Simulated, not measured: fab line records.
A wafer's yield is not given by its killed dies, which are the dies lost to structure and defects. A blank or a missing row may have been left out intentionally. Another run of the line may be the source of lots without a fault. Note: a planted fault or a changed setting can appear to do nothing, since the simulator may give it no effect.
fab line records    flow gf180mcu
record lots=15  wafers=45  last_day=34
route steps=602 shown V5@543 TOP_METAL@569
lots that met no fault: from a run of the same line without faults
start_h: start of the lot's first displayed wafer, in hours after the record's first day    wait_h: hours from the lot's prior step to this one    " as in the row above    L1.1+2: a single row standing in for several wafers    - no value, or no start given    * or withheld: withheld    < > ~ a bound
route shown NAME@n: a module of which the file shows steps, and the number in the route of the first    usual: mean/standard deviation of fault-free wafers    same: alike in all rows    chamber/n: place in a boat    sites: per-site readings    _std_site: the standard deviation of these    _edge_site: mean of outer sites minus mean of inner sites    radius_mm: how far each site lies from the wafer's centre    mask NAME#n: copy n    behind: the most recent tool/chamber to have shaped the wafer    hold: cause of the lot's hold/its duration in hours/its outcome    device: the n, p or np transistor that did not switch    end of line: the tests these same wafers got at the end of their route    a step without rows: its recipe alone    killed: at the first sort, the dies lost to defects and structure; wafer yield is something else    map: a wafer's dies, marking killed ones x, the rest . and places with no die _
set.NAME: the setting as run; set.NAME@STEP: as run at that earlier step    model.NAME: the simulator's own value behind a step, which no gauge read
route steps across a sampled set of lots; one table per step, one row per wafer
services: from which hour (start_h, from the record's first day; less than 0 if before it) a tool's chamber was out of use, for how many hours, and why
## steps
# step GF_V5_THK_MEAS_03
# recipe reads=SiO2_of_V5_CVD_02
# usual V5_CVD_02_THK=1459/20
lot.wafer  tool           chamber  start_h  wait_h  V5_CVD_02_THK[nm]
L641.2     film_metro-01  -        600.72   0.1     1456
L641.4     "              -        "        "       1487
L641.6     "              -        "        "       1456
L642.1     film_metro-01  -        610.39   0.1     1447
L642.3     "              -        "        "       1437
L642.6     "              -        "        "       1475
L643.3     film_metro-04  -        625.28   0.1     1425
L643.5     "              -        "        "       1451
L643.6     "              -        "        "       1478
L644.1     film_metro-04  -        636.01   0.1     1450
L644.2     "              -        "        "       1436
L644.4     "              -        "        "       1473
L645.2     film_metro-02  -        644.58   0.1     1444
L645.5     "              -        "        "       1435
L645.6     "              -        "        "       1438
L646.3     film_metro-01  -        651.21   0.1     1445
L646.4     "              -        "        "       1491
L646.5     "              -        "        "       1458
L651.1     film_metro-02  -        681.75   0.1     1454
L651.4     "              -        "        "       1465
L651.5     "              -        "        "       1481
L652.1     film_metro-02  -        696.24   0.1     1474
L652.2     "              -        "        "       1473
L652.4     "              -        "        "       1482
L655.1     film_metro-04  -        708.40   0.1     1449
L655.3     "              -        "        "       1461
L655.6     "              -        "        "       1480
L658.1     film_metro-04  -        731.51   0.1     1427
L658.2     "              -        "        "       1429
L658.6     "              -        "        "       1433
L659.1     film_metro-02  -        738.43   0.1     1453
L659.2     "              -        "        "       1475
L659.6     "              -        "        "       1482
L660.1     film_metro-04  -        742.72   0.1     1439
L660.3     "              -        "        "       1451
L660.5     "              -        "        "       1460
L662.1     film_metro-01  -        755.36   0.1     1438
L662.4     "              -        "        "       1452
L662.6     "              -        "        "       1463
L663.1     film_metro-01  -        759.06   0.1     1426
L663.4     "              -        "        "       1467
L663.5     "              -        "        "       1470
L664.2     film_metro-01  -        762.31   0.1     1443
L664.3     "              -        "        "       1460
L664.4     "              -        "        "       1470
# step GF_V5_ETCH_16
# recipe chemistry=N2/H2  target_depth_a=withheld  overetch_a=withheld  time_s=withheld  target=BARC  ion_energy_ev=200  source_w=500  bias_w=100  pressure_mtorr=30  n2_flow_sccm=100  h2_flow_sccm=200
# usual bias_w=100.0/0.3  chamber_pressure_mTorr=29.997/0.028  drypump_motor_current_A=5.8/0.5  oes_product_au=0.856/0.0048  throttle_valve_pct=13.225/0.0085
lot.wafer  tool         chamber  start_h  wait_h  bias_w  chamber_pressure_mTorr  drypump_motor_current_A  oes_product_au  throttle_valve_pct
L641.2     rie_diel-02  2        622.12   0.0     100.3   29.953                  6.1                      0.856           13.225
L641.4     "            0        "        "       100.0   29.990                  6.2                      0.853           13.229
L641.6     "            1        "        "       99.9    30.015                  5.8                      0.856           13.217
L642.1     rie_diel-01  0        630.72   0.0     100.1   29.970                  6.2                      0.853           13.229
L642.3     "            3        "        "       100.2   30.025                  6.5                      0.850           13.200
L642.6     "            1        "        "       100.0   30.000                  5.2                      0.856           13.231
L643.3     rie_diel-01  2        646.19   0.0     100.3   29.956                  6.0                      0.853           13.224
L643.5     "            1        "        "       100.6   29.984                  5.3                      0.859           13.225
L643.6     "            0        "        "       100.1   29.984                  6.2                      0.854           13.231
L644.1     rie_diel-01  3        655.78   0.0     99.9    29.933                  6.5                      0.846           13.206
L644.2     "            1        "        "       100.4   30.040                  5.2                      0.855           13.230
L644.4     "            2        "        "       100.3   29.989                  6.1                      0.850           13.224
L645.2     rie_diel-03  3        664.84   0.0     100.0   30.003                  5.3                      0.862           13.234
L645.5     "            0        "        "       100.1   30.015                  4.9                      0.864           13.232
L645.6     "            3        "        "       99.8    29.998                  5.3                      0.867           13.211
L646.3     rie_diel-01  2        671.33   0.0     99.7    30.021                  6.0                      0.851           13.231
L646.4     "            1        "        "       99.6    29.996                  5.3                      0.859           13.225
L646.5     "            1        "        "       99.7    29.955                  5.3                      0.850           13.235
L651.1     rie_diel-03  0        700.98   0.0     100.5   29.986                  4.9                      0.857           13.227
L651.4     "            2        "        "       100.3   29.981                  5.1                      0.854           13.215
L651.5     "            0        "        "       100.1   30.026                  4.9                      0.861           13.227
L652.1     rie_diel-02  2        714.83   0.0     99.5    29.993                  6.1                      0.856           13.237
L652.2     "            1        "        "       100.2   29.980                  5.8                      0.853           13.217
L652.4     "            0        "        "       100.0   30.001                  6.2                      0.855           13.212
L655.1     rie_diel-02  3        727.22   0.0     100.2   30.006                  5.6                      0.852           13.220
L655.3     "            0        "        "       100.4   29.980                  6.2                      0.856           13.226
L655.6     "            2        "        "       99.6    30.008                  6.1                      0.856           13.226
L658.1     rie_diel-01  2        748.33   0.0     -       -                       -                        -               -
L658.2     "            1        "        "       -       -                       -                        -               -
L658.6     "            1        "        "       -       -                       -                        -               -
L659.1     rie_diel-03  2        756.02   0.0     -       -                       -                        -               -
L659.2     "            1        "        "       -       -                       -                        -               -
L659.6     "            0        "        "       -       -                       -                        -               -
L660.1     rie_diel-03  2        759.83   0.0     -       -                       -                        -               -
L660.3     "            0        "        "       -       -                       -                        -               -
L660.5     "            2        "        "       -       -                       -                        -               -
L662.1     rie_diel-01  3        771.19   0.0     100.5   29.993                  6.6                      0.850           13.229
L662.4     "            1        "        "       99.7    30.022                  5.2                      0.858           13.230
L662.6     "            3        "        "       99.6    30.007                  6.6                      0.857           13.217
L663.1     rie_diel-01  0        775.22   0.0     100.2   29.995                  6.2                      0.844           13.226
L663.4     "            1        "        "       99.7    29.919                  5.3                      0.857           13.221
L663.5     "            0        "        "       99.7    29.991                  6.2                      0.855           13.227
L664.2     rie_diel-01  1        779.12   0.0     100.1   29.971                  5.2                      0.859           13.211
L664.3     "            0        "        "       99.9    30.002                  6.2                      0.859           13.213
L664.4     "            0        "        "       100.3   29.981                  6.2                      0.865           13.247
# step GF_V5_ETCH_17
# recipe chemistry=C4F8/O2/Ar  mask_material=KrF  target=SiO2  stop_on=TiN  source_w=1500  bias_w=1200  pressure_mtorr=40  c4f8_flow_sccm=withheld  O2_flow_sccm=6  Ar_flow_sccm=300  time_s=withheld  target_depth_a=8550
# usual bias_w=1200/3.3  chamber_pressure_mTorr=40.00/0.034  oes_product_au=0.860/0.0045
lot.wafer  tool         chamber  start_h  wait_h  bias_w  chamber_pressure_mTorr  oes_product_au
L641.2     rie_diel-02  2        -        -       1201    40.04                   0.859
L641.4     "            0        "        "       1205    39.96                   0.855
L641.6     "            1        "        "       1204    40.03                   0.850
L642.1     rie_diel-01  0        -        -       1196    40.00                   0.860
L642.3     "            3        "        "       1200    40.01                   0.859
L642.6     "            1        "        "       1200    40.00                   0.863
L643.3     rie_diel-01  2        -        -       1198    40.08                   0.859
L643.5     "            1        "        "       1203    39.96                   0.858
L643.6     "            0        "        "       1194    39.99                   0.867
L644.1     rie_diel-01  3        -        -       1205    40.08                   0.862
L644.2     "            1        "        "       1197    40.03                   0.860
L644.4     "            2        "        "       1202    40.01                   0.861
L645.2     rie_diel-03  3        -        -       1200    39.96                   0.854
L645.5     "            0        "        "       1204    39.99                   0.863
L645.6     "            3        "        "       1199    40.02                   0.857
L646.3     rie_diel-01  2        -        -       1197    39.99                   0.860
L646.4     "            1        "        "       1202    39.97                   0.862
L646.5     "            1        "        "       1200    40.01                   0.862
L651.1     rie_diel-03  0        -        -       1204    40.03                   0.861
L651.4     "            2        "        "       1196    40.01                   0.852
L651.5     "            0        "        "       1198    39.99                   0.849
L652.1     rie_diel-02  2        -        -       1202    40.05                   0.855
L652.2     "            1        "        "       1202    39.96                   0.856
L652.4     "            0        "        "       1197    40.00                   0.859
L655.1     rie_diel-02  3        -        -       1197    40.00                   0.856
L655.3     "            0        "        "       1199    40.01                   0.865
L655.6     "            2        "        "       1205    40.01                   0.862
L658.1     rie_diel-01  2        -        -       1199    39.93                   0.379
L658.2     "            1        "        "       1201    40.09                   0.380
L658.6     "            1        "        "       1205    40.01                   0.376
L659.1     rie_diel-03  2        -        -       1198    40.02                   0.374
L659.2     "            1        "        "       1206    39.99                   0.372
L659.6     "            0        "        "       1199    40.01                   0.378
L660.1     rie_diel-03  2        -        -       1197    40.03                   0.375
L660.3     "            0        "        "       1201    40.03                   0.375
L660.5     "            2        "        "       1200    40.03                   0.378
L662.1     rie_diel-01  3        -        -       1199    40.01                   0.860
L662.4     "            1        "        "       1199    39.98                   0.861
L662.6     "            3        "        "       1194    39.98                   0.866
L663.1     rie_diel-01  0        -        -       1193    40.00                   0.865
L663.4     "            1        "        "       1202    40.01                   0.863
L663.5     "            0        "        "       1199    40.03                   0.858
L664.2     rie_diel-01  1        -        -       1195    39.93                   0.857
L664.3     "            0        "        "       1204    40.00                   0.853
L664.4     "            0        "        "       1201    40.00                   0.865
# step GF_V5_STRIP_18
# recipe chemistry=O2/N2  power_w=1400  pressure_mtorr=1500  platen_temp_c=250  o2_flow_sccm=3000  n2_flow_sccm=300  overash_fraction=0.5
# usual drypump_motor_current_A=5.89/0.29  heater_power_w=334/20  oes_product_au=0.569/0.0051  platen_temp_c=250.04/0.17
# same overash_fraction=0.5
lot.wafer  tool             chamber  start_h  wait_h  drypump_motor_current_A  heater_power_w  oes_product_au  platen_temp_c  rf_hours_counter_h
L641.2     plasma_asher-03  1        622.27   -       5.55                     353             0.564           250.20         18
L641.4     "                1        "        "       5.56                     356             0.562           250.09         -
L641.6     "                0        "        "       6.13                     328             0.564           249.85         -
L642.1     plasma_asher-02  0        630.87   -       5.83                     316             0.569           250.14         53
L642.3     "                0        "        "       5.84                     309             0.566           250.21         -
L642.6     "                0        "        "       5.84                     302             0.569           250.06         -
L643.3     plasma_asher-02  1        646.38   -       6.37                     345             0.584           250.04         -
L643.5     "                0        "        "       5.84                     305             0.568           250.16         -
L643.6     "                1        "        "       6.40                     354             0.572           250.02         -
L644.1     plasma_asher-03  0        655.93   -       6.12                     328             0.566           250.43         22
L644.2     "                1        "        "       5.54                     343             0.566           250.00         22
L644.4     "                1        "        "       5.55                     350             0.568           249.98         -
L645.2     plasma_asher-01  0        664.99   -       5.56                     347             0.571           249.94         91
L645.5     "                1        "        "       6.09                     303             0.566           249.89         -
L645.6     "                0        "        "       5.54                     343             0.569           249.99         -
L646.3     plasma_asher-01  1        671.52   -       6.08                     308             0.579           249.88         -
L646.4     "                0        "        "       5.56                     354             0.571           250.07         -
L646.5     "                1        "        "       6.08                     307             0.569           249.85         -
L651.1     plasma_asher-01  0        701.13   -       5.57                     350             0.571           250.03         95
L651.4     "                1        "        "       6.08                     306             0.573           249.89         -
L651.5     "                0        "        "       5.58                     347             0.573           250.06         -
L652.1     plasma_asher-02  1        714.98   -       6.34                     350             0.573           249.94         62
L652.2     "                0        "        "       5.84                     308             0.562           250.26         62
L652.4     "                1        "        "       6.37                     349             0.567           250.02         -
L655.1     plasma_asher-03  0        727.37   -       6.10                     318             0.566           250.12         26
L655.3     "                0        "        "       6.10                     332             0.572           249.91         -
L655.6     "                0        "        "       6.07                     324             0.566           249.97         -
L658.1     plasma_asher-01  0        748.48   -       5.53                     348             0.594           250.11         102
L658.2     "                1        "        "       6.10                     311             0.576           250.01         102
L658.6     "                0        "        "       5.55                     339             0.588           250.15         -
L659.1     plasma_asher-03  1        756.93   -       5.55                     349             0.588           249.76         30
L659.2     "                0        "        "       6.10                     318             0.585           250.01         30
L659.6     "                1        "        "       5.55                     364             0.582           250.16         -
L660.1     plasma_asher-03  0        759.98   -       6.11                     333             0.591           249.97         31
L660.3     "                1        "        "       5.54                     362             0.587           249.69         -
L660.5     "                1        "        "       5.54                     356             0.579           249.71         -
L662.1     plasma_asher-03  0        771.34   -       6.13                     332             0.568           249.82         33
L662.4     "                1        "        "       5.54                     368             0.578           250.09         -
L662.6     "                1        "        "       5.54                     349             0.566           250.00         -
L663.1     plasma_asher-01  1        775.37   -       6.09                     311             0.565           250.12         104
L663.4     "                0        "        "       5.53                     341             0.567           249.83         -
L663.5     "                0        "        "       5.57                     346             0.565           249.87         -
L664.2     plasma_asher-03  0        779.27   -       6.11                     322             0.571           250.30         34
L664.3     "                1        "        "       5.54                     356             0.558           250.06         -
L664.4     "                0        "        "       6.11                     323             0.569           250.36         -
# step GF_V5_SPUTTER_22
# recipe material=TiN  target_thk_nm=10  chamber_pressure_pa=5  power_w=4000  time_s=40
# usual chamber_pressure_pa=5.001/0.0096  throttle_valve_pct=29.5/0.74
lot.wafer  tool            chamber  start_h  wait_h  chamber_pressure_pa  throttle_valve_pct
L641.2     pvd_sputter-02  -        622.86   0.0     5.003                30.7
L641.4     "               -        "        "       4.994                28.4
L641.6     "               -        "        "       5.005                28.4
L642.1     pvd_sputter-02  -        631.47   0.0     4.997                30.6
L642.3     "               -        "        "       4.989                29.7
L642.6     "               -        "        "       4.999                30.7
L643.3     pvd_sputter-03  -        646.95   0.0     4.990                29.3
L643.5     "               -        "        "       5.006                29.4
L643.6     "               -        "        "       5.001                30.5
L644.1     pvd_sputter-03  -        656.56   0.0     5.000                28.6
L644.2     "               -        "        "       4.999                30.6
L644.4     "               -        "        "       4.998                29.0
L645.2     pvd_sputter-04  -        665.60   0.0     4.997                29.1
L645.5     "               -        "        "       5.005                28.5
L645.6     "               -        "        "       5.017                29.8
L646.3     pvd_sputter-02  -        672.12   0.0     5.024                30.0
L646.4     "               -        "        "       5.016                29.0
L646.5     "               -        "        "       5.001                28.8
L651.1     pvd_sputter-03  -        701.74   0.0     4.997                30.7
L651.4     "               -        "        "       4.990                30.0
L651.5     "               -        "        "       5.006                28.6
L652.1     pvd_sputter-03  -        715.58   0.0     5.010                30.9
L652.2     "               -        "        "       4.990                29.1
L652.4     "               -        "        "       5.007                29.0
L655.1     pvd_sputter-02  -        728.05   0.0     5.004                29.0
L655.3     "               -        "        "       4.990                29.7
L655.6     "               -        "        "       5.001                28.6
L658.1     pvd_sputter-04  -        749.11   0.0     5.005                29.9
L658.2     "               -        "        "       4.996                29.9
L658.6     "               -        "        "       4.985                29.8
L659.1     pvd_sputter-02  -        757.59   0.0     5.009                29.9
L659.2     "               -        "        "       5.006                28.5
L659.6     "               -        "        "       5.012                28.7
L660.1     pvd_sputter-03  -        760.62   0.0     5.013                28.8
L660.3     "               -        "        "       4.992                29.8
L660.5     "               -        "        "       5.005                29.6
L662.1     pvd_sputter-03  -        771.94   0.0     5.014                30.5
L662.4     "               -        "        "       4.994                29.4
L662.6     "               -        "        "       4.997                29.1
L663.1     pvd_sputter-04  -        775.96   0.0     5.016                29.4
L663.4     "               -        "        "       5.011                29.8
L663.5     "               -        "        "       5.003                29.9
L664.2     pvd_sputter-03  -        779.89   0.0     4.986                29.5
L664.3     "               -        "        "       4.975                30.7
L664.4     "               -        "        "       4.994                28.8
# step GF_TOP_METAL_SPUTTER_02
# recipe material=AlCu  target_thk_nm=900  power_w=10600  chamber_pressure_pa=0.3  substrate_temp_c=250  gas=Ar  time_s=47.82
# usual chamber_pressure_pa=0.3000/0.00059  throttle_valve_pct=29.3/0.91
lot.wafer  tool            chamber  start_h  wait_h  chamber_pressure_pa  throttle_valve_pct
L641.2     pvd_sputter-03  -        623.63   0.0     0.2996               28.9
L641.4     "               -        "        "       0.2994               29.6
L641.6     "               -        "        "       0.2989               29.6
L642.1     pvd_sputter-03  -        632.35   0.0     0.3001               28.6
L642.3     "               -        "        "       0.3000               28.5
L642.6     "               -        "        "       0.2998               29.5
L643.3     pvd_sputter-03  -        647.71   0.0     0.2997               29.0
L643.5     "               -        "        "       0.2992               30.8
L643.6     "               -        "        "       0.2995               28.8
L644.1     pvd_sputter-01  -        657.32   0.0     0.3010               29.2
L644.2     "               -        "        "       0.3000               30.3
L644.4     "               -        "        "       0.2997               27.7
L645.2     pvd_sputter-03  -        666.36   0.0     0.2996               28.9
L645.5     "               -        "        "       0.3005               28.7
L645.6     "               -        "        "       0.3008               30.7
L646.3     pvd_sputter-01  -        672.88   0.0     0.3011               29.3
L646.4     "               -        "        "       0.3008               27.5
L646.5     "               -        "        "       0.2995               30.4
L651.1     pvd_sputter-03  -        702.51   0.0     0.2998               28.8
L651.4     "               -        "        "       0.2993               28.8
L651.5     "               -        "        "       0.2996               29.7
L652.1     pvd_sputter-03  -        716.34   0.0     0.2996               28.8
L652.2     "               -        "        "       0.3002               29.3
L652.4     "               -        "        "       0.3034               30.7
L655.1     pvd_sputter-03  -        728.81   0.0     0.3005               28.8
L655.3     "               -        "        "       0.3005               30.5
L655.6     "               -        "        "       0.3006               28.6
L662.1     pvd_sputter-01  -        772.71   0.0     0.2994               27.4
L662.4     "               -        "        "       0.2991               29.4
L662.6     "               -        "        "       0.3010               29.3
L663.1     pvd_sputter-02  -        776.81   0.0     0.2999               30.8
L663.4     "               -        "        "       0.3005               29.4
L663.5     "               -        "        "       0.2999               28.6
L664.2     pvd_sputter-01  -        781.03   0.0     0.2998               29.3
L664.3     "               -        "        "       0.2998               27.4
L664.4     "               -        "        "       0.2999               28.7
## services
tool             chamber  start_h  hours  kind
plasma_asher-03  -        600.22   0.7    repair
pvd_sputter-04   -        610.78   15.8   repair
rie_diel-03      3        621.86   11.0   repair
pvd_sputter-04   -        635.39   3.9    repair
rie_diel-03      2        663.13   5.0    repair
plasma_asher-03  -        664.03   16.8   repair
rie_diel-03      3        667.52   2.0    repair
pvd_sputter-04   -        671.37   1.3    repair
rie_diel-01      1        678.20   5.8    repair
plasma_asher-03  -        702.62   2.3    repair
plasma_asher-03  -        704.84   2.7    repair
plasma_asher-02  -        705.51   0.6    repair
plasma_asher-03  -        708.98   5.6    repair
pvd_sputter-02   -        711.23   4.6    repair
pvd_sputter-01   -        715.87   4.1    repair
plasma_asher-03  -        722.76   1.3    repair
plasma_asher-02  -        740.99   2.5    repair
rie_diel-02      3        743.39   16.4   repair
rie_diel-01      2        748.97   41.0   repair
plasma_asher-01  -        755.40   14.1   pm
plasma_asher-03  -        755.60   1.3    repair
rie_diel-02      2        764.14   8.8    repair
rie_diel-02      3        769.02   6.4    repair
pvd_sputter-03   -        779.99   3.4    repair
## key
first_sign step=GF_V5_ETCH_16  reading=tool_record  direction=missing
effect step=GF_V5_ETCH_17  reading=oes_product_au  direction=down  sigmas=99+  usual=0.860  struck=0.376
effect step=GF_V5_STRIP_18  reading=oes_product_au  direction=up  sigmas=3.3  usual=0.569  struck=0.586
met_at GF_V5_ETCH_16
struck_lots L658,L659,L660
later_rows_left_out L658.1,L658.2,L658.6,L659.1,L659.2,L659.6,L660.1,L660.3,L660.5
sort_left_out L658.1,L658.2,L658.6,L659.1,L659.2,L659.6,L660.1,L660.3,L660.5
not_acting_at GF_V5_THK_MEAS_03,GF_V5_SPUTTER_22,GF_TOP_METAL_SPUTTER_02
onset_between 700.98 748.33
fault kind=skipped_step_whole  tool=rie_diel-01,rie_diel-03  chamber=-  onset_h=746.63  steps=GF_V5_ETCH_16  scope=struck_lots_only
# sort_left_out: the simulated sort isn't trusted on such a fault, so these wafers' sort isn't shown, and their yield isn't known
# later_rows_left_out: the simulator's readings of these wafers behind a module that went badly wrong aren't trusted and aren't shown, but for the sort
